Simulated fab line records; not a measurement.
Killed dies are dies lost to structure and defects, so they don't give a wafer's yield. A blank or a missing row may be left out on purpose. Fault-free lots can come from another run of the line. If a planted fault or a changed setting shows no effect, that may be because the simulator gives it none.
fab line records    flow sky130
[record] lots = 11  wafers = 30  last-day = 50
route steps=708 shown LOCAL_INTERCONNECT@398 METAL2@483 VIA3@594
lots with no fault: from the same line, run without faults
start-h: hours from the record's first day to the start of the lot's first wafer shown    wait-h: hours since the lot's step before    " as in the row above    L1.1+2: a single row standing in for several wafers    - no value, or no start was given    * or withheld: withheld    < > ~ a bound
route shown NAME@n: names a module that has steps shown in the file, with the first one's number in the route    usual: the fault-free wafers' mean and standard deviation    same: alike in all rows    chamber/n: place in a boat    sites: readings site by site    _std_site: the standard deviation of these    _edge_site: outer sites' mean less inner sites'    radius-mm: for every site, how far away it sits from the centre of the wafer    mask NAME#n: copy n    behind: the most recent tool/chamber to have shaped the wafer    hold: reason for holding the lot/hours on hold/outcome of the hold    device: the n, p or np transistor that did not switch    end of line: at the end of the route, the tests of the same wafers    a step given without rows: its recipe and nothing more    killed: dies lost to structure and defects at the first sort, not the wafer's yield    map: per-die view of a wafer (x killed, . not killed, _ where there is no die)
set.NAME: setting as actually run; set.NAME@STEP: the setting as run at that earlier step    model.NAME: the simulator's own value behind a step, which no gauge read
the route's steps for a sample of lots (tables are steps, rows are wafers)
services: the hour from which a tool's chamber was out of use, counted from the record's first day as start-h (under 0 if before that day), plus the number of hours and why
[[steps]]
[step SKY_LOCAL_INTERCONNECT_CD_MEAS_11]
[recipe] target-cd-nm = 170
[usual] cd-nm = 170.1/1.5
lot.wafer  tool       chamber  start-h  wait-h  cd-nm
L889.1     cd-sem-01  -        719.95   -       171.5
L889.3     "          -        "        "       172.2
L889.5     "          -        "        "       171.4
L893.3     cd-sem-01  -        757.19   -       172.5
L893.4     "          -        "        "       172.0
L893.5     "          -        "        "       173.9
L895.2     cd-sem-02  -        767.81   -       169.7
L895.3     "          -        "        "       170.4
L895.6     "          -        "        "       167.9
L902.3     cd-sem-01  -        817.00   -       167.7
L902.4     "          -        "        "       169.1
L903.3     cd-sem-02  -        824.53   -       169.6
L903.5     "          -        "        "       168.8
L904.2     cd-sem-02  -        833.66   -       169.8
L904.3     "          -        "        "       170.7
L907.4     cd-sem-01  -        856.86   -       167.4
L907.5     "          -        "        "       167.0
L907.6     "          -        "        "       167.4
L908.1     cd-sem-01  -        864.36   -       169.9
L908.5     "          -        "        "       170.5
L908.6     "          -        "        "       171.5
L909.2     cd-sem-01  -        874.13   -       169.8
L909.4     "          -        "        "       169.1
L909.5     "          -        "        "       169.0
L910.1     cd-sem-01  -        874.81   -       170.2
L910.2     "          -        "        "       170.8
L910.3     "          -        "        "       169.3
L911.1     cd-sem-01  -        882.09   -       171.6
L911.4     "          -        "        "       170.9
L911.6     "          -        "        "       171.5
[step SKY_METAL2_SPUTTER_00]
[recipe] material = Ti  target-thk-nm = 15  power-w = 3000  time-s = 10  chamber-pressure-pa = 0.4
[usual] throttle-valve-pct = 30.2/1.1
lot.wafer  tool            chamber  start-h  wait-h  throttle-valve-pct
L889.1     pvd-sputter-02  -        807.89   0.1     29.8
L889.3     "               -        "        "       30.7
L889.5     "               -        "        "       30.8
L893.3     pvd-sputter-02  -        843.76   0.2     28.8
L893.4     "               -        "        "       31.0
L893.5     "               -        "        "       31.0
L895.2     pvd-sputter-01  -        853.08   0.1     31.8
L895.3     "               -        "        "       31.4
L895.6     "               -        "        "       29.1
L902.3     pvd-sputter-04  -        900.95   0.2     30.8
L902.4     "               -        "        "       30.0
L903.3     pvd-sputter-02  -        908.59   0.1     29.4
L903.5     "               -        "        "       28.8
L904.2     pvd-sputter-02  -        916.08   0.1     30.0
L904.3     "               -        "        "       29.7
L907.4     pvd-sputter-04  -        941.28   0.1     30.0
L907.5     "               -        "        "       30.9
L907.6     "               -        "        "       28.9
L908.1     pvd-sputter-01  -        945.95   0.1     31.8
L908.5     "               -        "        "       29.3
L908.6     "               -        "        "       31.9
L909.2     pvd-sputter-01  -        954.13   0.2     31.9
L909.4     "               -        "        "       29.2
L909.5     "               -        "        "       29.3
L910.1     pvd-sputter-02  -        956.78   0.2     29.7
L910.2     "               -        "        "       29.1
L910.3     "               -        "        "       29.3
L911.1     pvd-sputter-02  -        963.72   0.1     30.7
L911.4     "               -        "        "       29.8
L911.6     "               -        "        "       30.1
[step SKY_METAL2_METAL_ETCH_19]
[recipe] target-depth-a = 3600  stop-on = SiO2  over-etch-frac = 0.3  time-s = 78  chemistry = Cl2/BCl3  resist-sidewall-deg = 88  pressure-mtorr = 10  icp-w = 900  bias-w = 48.5  Cl2_flow_sccm = 60  bcl3-flow-sccm = 30
[usual] bias-w = 48.50/0.15  drypump-motor-current-A = 5.8/0.5  oes-product-au = 0.852/0.0057  throttle-valve-pct = 22.265/0.0092
lot.wafer  tool          chamber  start-h  wait-h  bias-w  drypump-motor-current-A  oes-product-au  rf-hours-counter-h  throttle-valve-pct
L889.1     rie-metal-02  1        834.70   0.0     48.61   5.8                      0.855           12                  22.264
L889.3     "             0        "        "       48.37   5.3                      0.854           -                   22.253
L889.5     "             0        "        "       48.44   5.3                      0.848           -                   22.253
L893.3     rie-metal-04  0        869.73   0.1     48.38   5.1                      0.855           -                   22.291
L893.4     "             1        "        "       48.38   5.8                      0.852           -                   22.272
L893.5     "             1        "        "       48.35   5.8                      0.855           -                   22.251
L895.2     rie-metal-02  0        880.26   0.0     48.62   5.3                      0.864           16                  22.280
L895.3     "             0        "        "       48.42   5.3                      0.860           -                   22.280
L895.6     "             0        "        "       48.62   5.3                      0.848           -                   22.274
L902.3     rie-metal-01  1        925.89   0.1     48.65   6.6                      0.858           -                   22.243
L902.4     "             0        "        "       48.55   5.6                      0.846           -                   22.266
L903.3     rie-metal-04  1        933.64   0.1     48.60   5.8                      0.848           -                   22.256
L903.5     "             1        "        "       48.59   5.8                      0.858           -                   22.263
L904.2     rie-metal-01  0        941.40   0.0     48.69   5.6                      0.857           6                   22.252
L904.3     "             1        "        "       48.49   6.6                      0.841           -                   22.263
L907.4     rie-metal-01  1        965.48   0.1     48.15   6.6                      0.863           -                   22.262
L907.5     "             1        "        "       48.28   6.6                      0.861           -                   22.270
L907.6     "             0        "        "       48.58   5.6                      0.866           -                   22.257
L908.1     rie-metal-04  1        970.59   0.0     48.40   5.8                      0.858           15                  22.261
L908.5     "             1        "        "       48.32   5.8                      0.849           -                   22.266
L908.6     "             0        "        "       48.79   5.1                      0.862           -                   22.270
L909.2     rie-metal-04  0        978.55   0.0     48.62   5.1                      0.850           10                  22.267
L909.4     "             0        "        "       48.45   5.1                      0.850           -                   22.265
L909.5     "             0        "        "       48.53   5.1                      0.838           -                   22.262
L910.1     rie-metal-02  1        981.89   0.0     48.76   5.8                      0.852           21                  22.260
L910.2     "             0        "        "       48.37   5.3                      0.852           2                   22.255
L910.3     "             0        "        "       48.50   5.3                      0.853           -                   22.271
L911.1     rie-metal-01  1        988.85   0.0     48.45   6.6                      0.846           12                  22.267
L911.4     "             0        "        "       48.77   5.6                      0.849           -                   22.264
L911.6     "             1        "        "       48.37   6.6                      0.849           -                   22.265
[step SKY_VIA3_CVD_21]
[recipe] material = W  target-thk-nm = 390  time-s = 117.31  temp-c = 400  pressure-torr = 40
[usual] heater-power-w = 855/49
lot.wafer  tool      chamber  start-h  wait-h  heater-power-w
L889.1     cvd-w-02  0        942.84   0.0     888
L889.3     "         1        "        "       885
L889.5     "         0        "        "       869
L893.3     cvd-w-02  0        974.09   0.1     854
L893.4     "         1        "        "       859
L893.5     "         1        "        "       865
L895.2     cvd-w-02  0        983.41   0.0     882
L895.3     "         0        "        "       883
L895.6     "         0        "        "       894
L902.3     cvd-w-02  1        1026.87  0.1     870
L902.4     "         0        "        "       875
L903.3     cvd-w-02  0        1034.00  0.1     890
L903.5     "         1        "        "       870
L904.2     cvd-w-02  0        1041.24  0.1     911
L904.3     "         0        "        "       891
L907.4     cvd-w-01  1        1063.25  0.0     919
L907.5     "         1        "        "       919
L907.6     "         0        "        "       762
L908.1     cvd-w-01  1        1069.36  0.0     911
L908.5     "         0        "        "       788
L908.6     "         1        "        "       897
L909.2     cvd-w-01  0        1076.81  0.0     794
L909.4     "         1        "        "       903
L909.5     "         1        "        "       893
L910.1     cvd-w-01  0        1077.52  0.0     763
L910.2     "         1        "        "       910
L910.3     "         0        "        "       781
L911.1     cvd-w-01  0        1084.31  0.0     774
L911.4     "         0        "        "       797
L911.6     "         1        "        "       912
[step SKY_VIA3_RS_MEAS_22]
[recipe] thk-meas-gauge = four-point-probe  reads = W_of_VIA3_CVD_21+TiN_of_VIA3_SPUTTER_20
[usual] VIA3_W_RS = 0.293/0.0041
lot.wafer  tool           chamber  start-h  wait-h  VIA3_W_RS[ohm/sq]
L889.1     film-metro-03  -        942.96   0.1     0.287
L889.3     "              -        "        "       0.294
L889.5     "              -        "        "       0.287
L893.3     film-metro-02  -        974.22   0.1     0.289
L893.4     "              -        "        "       0.292
L893.5     "              -        "        "       0.292
L895.2     film-metro-04  -        983.55   0.1     0.288
L895.3     "              -        "        "       0.291
L895.6     "              -        "        "       0.291
L902.3     film-metro-02  -        1026.99  0.1     0.273
L902.4     "              -        "        "       0.292
L903.3     film-metro-02  -        1034.13  0.1     0.278
L903.5     "              -        "        "       0.275
L904.2     film-metro-02  -        1041.47  0.2     0.290
L904.3     "              -        "        "       0.275
L907.4     film-metro-03  -        1063.39  0.1     0.302
L907.5     "              -        "        "       0.303
L907.6     "              -        "        "       0.292
L908.1     film-metro-04  -        1069.48  0.1     0.302
L908.5     "              -        "        "       0.292
L908.6     "              -        "        "       0.303
L909.2     film-metro-04  -        1076.96  0.1     0.297
L909.4     "              -        "        "       0.303
L909.5     "              -        "        "       0.305
L910.1     film-metro-02  -        1077.64  0.1     0.292
L910.2     "              -        "        "       0.300
L910.3     "              -        "        "       0.290
L911.1     film-metro-02  -        1084.43  0.1     0.292
L911.4     "              -        "        "       0.293
L911.6     "              -        "        "       0.303
[step SKY_VIA3_THK_MEAS_23]
[recipe] thk-meas-gauge = xrf  reads = W_of_VIA3_CVD_21
[usual] VIA3_W_THK = 386/5.6
lot.wafer  tool           chamber  start-h  wait-h  VIA3_W_THK[nm]
L889.1     film-metro-03  -        943.08   0.1     398
L889.3     "              -        "        "       390
L889.5     "              -        "        "       397
L893.3     film-metro-02  -        974.32   0.1     389
L893.4     "              -        "        "       384
L893.5     "              -        "        "       386
L895.2     film-metro-04  -        983.66   0.1     393
L895.3     "              -        "        "       386
L895.6     "              -        "        "       386
L902.3     film-metro-02  -        1027.09  0.1     409
L902.4     "              -        "        "       383
L903.3     film-metro-02  -        1034.23  0.1     397
L903.5     "              -        "        "       406
L904.2     film-metro-02  -        1041.58  0.1     385
L904.3     "              -        "        "       405
L907.4     film-metro-03  -        1063.48  0.1     380
L907.5     "              -        "        "       377
L907.6     "              -        "        "       390
L908.1     film-metro-04  -        1069.60  0.1     376
L908.5     "              -        "        "       387
L908.6     "              -        "        "       376
L909.2     film-metro-04  -        1077.07  0.1     382
L909.4     "              -        "        "       376
L909.5     "              -        "        "       373
L910.1     film-metro-02  -        1077.76  0.1     386
L910.2     "              -        "        "       375
L910.3     "              -        "        "       389
L911.1     film-metro-02  -        1084.55  0.1     384
L911.4     "              -        "        "       383
L911.6     "              -        "        "       371
[[services]]
tool            chamber  start-h  hours  kind
rie-metal-04    -        791.44   1.0    repair
cvd-w-02        -        804.69   0.3    repair
cvd-w-01        -        812.89   1.3    repair
pvd-sputter-02  -        819.48   4.2    repair
rie-metal-04    -        894.34   28.1   pm
cvd-w-01        -        904.00   14.0   pm
cvd-w-02        -        904.61   1.0    repair
pvd-sputter-01  -        906.76   4.3    repair
rie-metal-01    -        931.16   4.3    pm
rie-metal-04    -        945.63   1.4    pm
cvd-w-01        1        955.17   20.8   repair
pvd-sputter-02  -        971.06   2.7    repair
cvd-w-01        -        989.20   6.9    pm
pvd-sputter-01  -        990.27   3.0    repair
pvd-sputter-02  -        994.42   3.8    repair
pvd-sputter-02  -        1002.90  4.4    repair
cvd-w-01        -        1003.70  2.7    repair
rie-metal-04    -        1006.62  2.8    pm
cvd-w-02        1        1016.39  2.8    repair
pvd-sputter-02  -        1019.95  2.1    repair
rie-metal-02    1        1020.23  7.6    repair
cvd-w-01        -        1026.30  0.6    repair
cvd-w-01        1        1033.40  7.3    repair
cvd-w-02        1        1040.42  5.9    repair
[[key]]
[first-sign] step = SKY_VIA3_RS_MEAS_22  reading = VIA3_W_RS  direction = down  sigmas = 4.3  usual = 0.293  struck = 0.275
[effect] step = SKY_VIA3_THK_MEAS_23  reading = VIA3_W_THK  direction = up  sigmas = 3.3  usual = 386  struck = 404
met-at SKY_VIA3_CVD_21
struck-lots L902,L903,L904
struck-wafers L902.3,L903.3,L903.5,L904.3
not-acting-at SKY_LOCAL_INTERCONNECT_CD_MEAS_11,SKY_METAL2_SPUTTER_00,SKY_METAL2_METAL_ETCH_19
onset-between 983.41 1026.87
[fault] kind = process-parameter-drift  tool = cvd-w-02  chamber = -  onset-h = 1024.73  steps = SKY_VIA3_CVD_21  channel = target-thk-nm  offset = 21.545  shape = step  end-h = 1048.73  scope = struck-wafers-only  acts-in = these-recipes-only  stated = 390
